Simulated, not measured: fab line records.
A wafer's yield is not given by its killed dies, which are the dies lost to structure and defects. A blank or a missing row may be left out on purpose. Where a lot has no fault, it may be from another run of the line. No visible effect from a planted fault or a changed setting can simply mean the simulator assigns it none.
Problem report in the 8D (eight disciplines) form, filled by code ; flow gf180mcu ; the parts of the form that need people (team, actions taken, sign-off) are left out

== 1. THE ISSUE ==
At GF_PSD_CD_MEAS_07, cd nm averages 381.9 nm over 6 wafers from 2 lots, while fault-free wafers read 399.7 nm, standard deviation 2.5. Measured from the usual mean, that is -7.1 standard deviations.
The step: target cd 400 nm.
Seen first at day 20 07:29 on cd sem-02, wafer L357.1. Wafers with a number at this step in the record: 39, from 13 lots. Rule for "out", or "out of limits": more than 4 standard deviations from the usual mean. Any other wafer with a number is counted as sound.

== 2. WHAT IT IS, WHAT IT ISN'T ==
question;is;is not
which readings at this step;cd nm;-
which lots;L357, L361;L340, L341, L343, L344, L345, L348, L349, L351, L353, L359, L360
which wafers of those lots;all that have a number;-
read on which gauges;cd sem-02;cd sem-01
when;from day 20 07:29;"up to then (27 sound wafers); but 6 sound wafers of L359, L360 came after"

== 3. SUSPECTS, AND WHAT RULES EACH OUT ==
Counting: a tool at any process step up to the reading remains a suspect when it ran all the lots that are out and ran no sound lot after the first of those.
- the gauge at GF_PSD_CD_MEAS_07: ruled out. All the wafers that are out were read on cd sem-02, but those of them that GF_PSD_EXPOSE_04 has rows for are out there too, on other tools.
- iline stepper-01 at GF_PSD_EXPOSE_04 (exposes mask Pplus, target cd 400 nm): kept. It ran every lot that is out, first L357 (day 19 19:31), and no sound lot after that; its last sound lot up to then is L353 (day 18 14:14). Its own exposure dose mJ cm2 readings are out on those wafers.
After counting, what remains is iline stepper-01 at GF_PSD_EXPOSE_04.

== 4. THE CAUSE (what the simulator had put in) ==
Process parameters drifting: iline stepper-01 at GF_PSD_EXPOSE_04, beginning at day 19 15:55. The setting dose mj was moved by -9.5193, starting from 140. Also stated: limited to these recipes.
Counting left only this tool.

== 5. THE CHAIN OF EFFECTS, in route order ==
Rows list readings where the struck wafers' mean (over those with a number) sits beyond 3 standard deviations from the usual. Only readings for which the record gives a usual standard deviation are gone through. hours: the time from each lot's start at the first step in this table that gives one to its start at this step, as a median over the lots. sigmas: the change in usual standard deviations.
hours;step;reading;usual;on struck wafers;change;sigmas
0;GF_PSD_EXPOSE_04;exposure dose mJ cm2;140.01;131.49;-8.52;-61
12;GF_PSD_CD_MEAS_07;cd nm;399.7 nm;381.9;-17.8;-7.1
Here are the process steps it includes:
- GF_PSD_EXPOSE_04: exposes mask Pplus, target cd 400 nm.
Later measuring or inspecting steps at which every struck wafer that the step has a row for has a number for every such reading, and none has moved that far: GF_SAB_THK_MEAS_01.

== 6. WHAT WOULD HAVE CAUGHT IT SOONER ==
The first out-of-limits reading at a measuring or inspecting step in this record came at day 20 07:29, 16 hours after the fault's start at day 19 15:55.
Tool's own readings at GF_PSD_EXPOSE_04, exposure dose mJ cm2: out on all struck wafers the step has rows for; an alarm limit on them would have tripped on the first.
Of the lots that are out (2), L361 began GF_PSD_EXPOSE_04 on iline stepper-01 after day 20 07:29. A tool hold placed at that time would have kept it from harm.
